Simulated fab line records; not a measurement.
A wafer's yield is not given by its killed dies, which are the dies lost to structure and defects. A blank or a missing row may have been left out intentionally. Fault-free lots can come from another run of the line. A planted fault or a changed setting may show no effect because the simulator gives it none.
Which of the tools did it?	flow sky130	36 wafers sampled from 12 lots at 1 step of a route of 708

WHAT THE GAUGES READ, wafer by wafer
SKY_METAL4_CD_MEAS_13: target cd 300 nm.
lot	measured	on	cd_nm (nm)
L075	day 42 04:37	cd_sem-02	296.9 298.1 297.4
L077	day 42 11:01	cd_sem-02	299.9 299.1 298.2
L079	day 43 16:04	cd_sem-02	299.3 300.8 300.4
L080	day 44 02:28	cd_sem-01	301.9 299.7 299.5
L083	day 44 12:39	cd_sem-01	300.7 299.7 300.4
L085	day 45 06:16	cd_sem-02	297.3 298.4 298.2
L087	day 45 15:31	cd_sem-01	299.0 299.6 298.5
L090	day 46 11:29	cd_sem-02	298.9 298.7 301.2
L091	day 46 14:05	cd_sem-02	299.7 299.5 300.8
L093	day 46 20:16	cd_sem-01	300.7 301.7 299.4
L095	day 47 02:27	cd_sem-02	299.7 298.4 298.6
L097	day 47 21:27	cd_sem-01	299.9 301.6 299.3

EACH LOT AND THE TOOL THAT RAN IT (in order: tool; ch and the chambers of the sampled wafers; start)
No process step before these readings appears in the record.

THE ANSWER, worked out from the rows above alone
Rule: the usual values come from the lots themselves. The widest of any qualifying gaps counts: lots, ordered by their means at a reading, are off when they make up no more than a third of the lots, leave a main group of 4 or more, and stand apart from it by 3 or more times the standard deviation of that group's means. If all means in a main group match to the digits the tables above print for the reading, that group is not used. Also off: a lot with no number at a reading for which 4 or more lots have one. All remaining lots with rows at the step are treated as sound.
Across all readings shown, no lot is off: no conclusion can be drawn from this.

WHAT WAS PUT IN BY THE SIMULATOR
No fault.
